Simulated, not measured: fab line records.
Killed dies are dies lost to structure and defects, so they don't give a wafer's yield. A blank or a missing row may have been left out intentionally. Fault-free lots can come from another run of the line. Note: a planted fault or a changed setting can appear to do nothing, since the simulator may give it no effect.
2 desks, one fault | flow gf180mcu | each desk holds nothing but its own numbers, with what lay behind them at the end

## AT THE METROLOGY DESK
Means of the sampled wafers that have a number, per lot and without regard to the tool the lot ran on: this is what the gauges read. The brackets show how far a lot's mean lies from the usual mean; more than 4 standard deviations puts the lot out of limits, marked OUT.
Columns: A = TOP_METAL_OVL at GF_TOP_METAL_OVL_MEAS_15, usual -0.5 nm; B = PASSIVATION_CVD_02_THK at GF_PASSIVATION_THK_MEAS_03, usual 700 nm
lot  | first seen here | A    | B
L262 | day 27 20:04    | 0.0  | 709
L263 | day 28 04:08    | 1.8  | 700
L264 | day 28 19:26    | -1.2 | 711
L265 | day 29 04:21    | -0.7 | 696
L266 | day 29 13:31    | -0.1 | 706
L268 | day 30 01:16    | -2.2 | 696
L272 | day 31 00:39    | -0.5 | 705
L275 | day 32 00:35    | -0.1 | 697
L276 | day 32 02:26    | 0.1  | 686
L278 | day 32 19:19    | -0.8 | 694
L280 | day 33 06:03    | -1.2 | 710
L284 | day 34 00:16    | -0.5 | 697
L285 | day 34 03:56    | 0.4  | 700
This desk's finding: nothing out of limits on any of the 13 lots.

## DESK OF THE TOOL OWNER: plasma-asher-02
The tool's own readings at GF_V3_STRIP_18 (strips in O2/N2): means of the sampled wafers that have a number, for each lot that ran on this tool. The brackets show how far a lot's mean lies from the usual mean; more than 4 standard deviations puts the lot out of limits, marked OUT.
Columns: A = chamber-pressure-mTorr at GF_V3_STRIP_18, usual 1500.0 mTorr; B = drypump-motor-current-A at GF_V3_STRIP_18, usual 5.8 A; C = heater-power-w at GF_V3_STRIP_18, usual 327 W; D = oes-product-au at GF_V3_STRIP_18, usual 0.593 a.u.
lot  | first seen here | A      | B   | C   | D
L263 | day 22 12:17    | 1500.7 | 6.0 | 319 | 0.589
L264 | day 23 05:44    | 1500.1 | 6.2 | 329 | 0.591
L265 | day 23 18:30    | 1498.7 | 6.2 | 334 | 0.597
L268 | day 24 18:25    | 1499.5 | 6.0 | 318 | 0.595
L272 | day 25 19:52    | 1501.7 | 6.1 | 319 | 0.595
L275 | day 26 23:14    | 1498.8 | 6.1 | 318 | 0.596
L276 | day 27 00:49    | 1499.3 | 6.2 | 336 | 0.596
This desk's finding: nothing out of limits on any of the 7 lots.

## PUT TOGETHER
Nothing out of limits was seen by the metrology desk.
The tool owner's desk saw nothing out of limits.

## WHAT THE SIMULATOR PUT IN
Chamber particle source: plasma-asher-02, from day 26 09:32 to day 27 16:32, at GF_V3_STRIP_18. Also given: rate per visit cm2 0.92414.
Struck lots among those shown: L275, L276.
